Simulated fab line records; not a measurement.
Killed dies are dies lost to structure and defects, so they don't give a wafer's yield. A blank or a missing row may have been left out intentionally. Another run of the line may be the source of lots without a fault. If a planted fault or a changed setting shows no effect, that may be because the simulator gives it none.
Chamber matching ; flow gf180mcu ; GF_V5_CVD_02 on pecvd-02 has 3 sister chambers
The step deposits SiO2 from TEOS, target thk 1450 nm, time 163.28 s. 3 wafers are shown with their chamber, then 12 later ones without.

== WAFERS, EACH WITH ITS CHAMBER ==
wafer;chamber;heater_power_w (W)
L088.1;1;591
L088.3;2;727
L088.4;0;607

== WAFERS WHOSE CHAMBER IS MISSING ==
wafer;heater_power_w (W)
L087.2;739
L087.4;650
L087.5;508
L089.1;682
L089.3;754
L089.4;729
L091.2;760
L091.4;617
L091.6;744
L093.1;710
L093.4;596
L093.5;787

== EACH ONE'S CHAMBER ==
wafer;from the rows above;in truth
L087.2;2;2
L087.4;can't be placed: 0 or 1 or 2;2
L087.5;can't be placed: 1 or 0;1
L089.1;can't be placed: 2 or 0 or 1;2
L089.3;2;2
L089.4;2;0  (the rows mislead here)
L091.2;2;2
L091.4;can't be placed: 0 or 1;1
L091.6;2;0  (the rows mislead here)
L093.1;2;2
L093.4;can't be placed: 1 or 0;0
L093.5;2;2
Correctly placed: 5 of 12. Can't be placed from these rows: 5 (the true chamber is among the candidates in 5). Wrongly placed: 2.
How it was worked out, from the rows above alone: a wafer's distance from a chamber is the root of the sum, over the readings, of the square of ((its reading less the chamber's mean) divided by the reading's scatter). The wafer belongs to the nearest chamber; if the next one is less than 2 further off, it can't be placed. For every chamber, the mean is computed from those of its wafers that are shown. The scatter: with one shown wafer a chamber, the root of the mean of the squares of how far each hidden wafer lies from its nearest shown one.
